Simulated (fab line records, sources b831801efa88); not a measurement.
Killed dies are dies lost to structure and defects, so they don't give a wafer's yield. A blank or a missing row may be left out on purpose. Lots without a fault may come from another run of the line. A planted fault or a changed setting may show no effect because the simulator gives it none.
Chamber matching | flow sky130 | SKY_VIA1_CMP_02 on cmp-02: 4 sister chambers
The step polishes SiO2. 14 wafers are shown with their chamber, then 7 later ones without.

WAFERS WITH THEIR CHAMBER
wafer  | chamber | motor_current_A (A)
L382.3 | 3       | 11.8
L382.5 | 2       | 13.8
L382.6 | 1       | 12.5
L383.1 | 0       | 12.6
L383.2 | 3       | 12.5
L383.4 | 1       | 12.3
L388.1 | 2       | 13.0
L388.4 | 0       | 12.3
L388.6 | 2       | 13.3
L391.1 | 3       | 12.9
L391.3 | 1       | 12.0
L391.4 | 2       | 13.2
L397.1 | 0       | 12.4
L397.2 | 2       | 13.9

SIGNATURES (means of the wafers above)
reading         | chamber 0 | chamber 1 | chamber 2 | chamber 3 | scatter within a chamber
motor_current_A | 12.433    | 12.267    | 13.440    | 12.400    | 0.375
Rule: a wafer's distance from a chamber is the root of the sum, over the readings, of the square of ((its reading less the chamber's mean) divided by the reading's scatter). The wafer belongs to the nearest chamber; if the next one is less than 2 further off, it can't be placed. The scatter: the root of (the sum of the squares of (reading less its chamber's mean) over the shown wafers, divided by (wafers less chambers)).

WAFERS WITHOUT THEIR CHAMBER
wafer  | motor_current_A (A)
L397.5 | 11.5
L398.1 | 12.0
L398.2 | 12.3
L398.6 | 12.0
L403.2 | 14.1
L403.3 | 12.5
L403.4 | 12.2

WHICH CHAMBER EACH WENT THROUGH
wafer  | from the rows above          | in truth
L397.5 | can't be placed: 1 or 3 or 0 | 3
L398.1 | can't be placed: 1 or 3 or 0 | 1
L398.2 | can't be placed: 1 or 3 or 0 | 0
L398.6 | can't be placed: 1 or 3 or 0 | 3
L403.2 | 2                            | 2
L403.3 | can't be placed: 0 or 3 or 1 | 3
L403.4 | can't be placed: 1 or 3 or 0 | 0
Placed correctly: 1 of 7. Can't be placed from these rows: 6 (the true chamber is among the candidates in 6). Placed wrongly: 0.
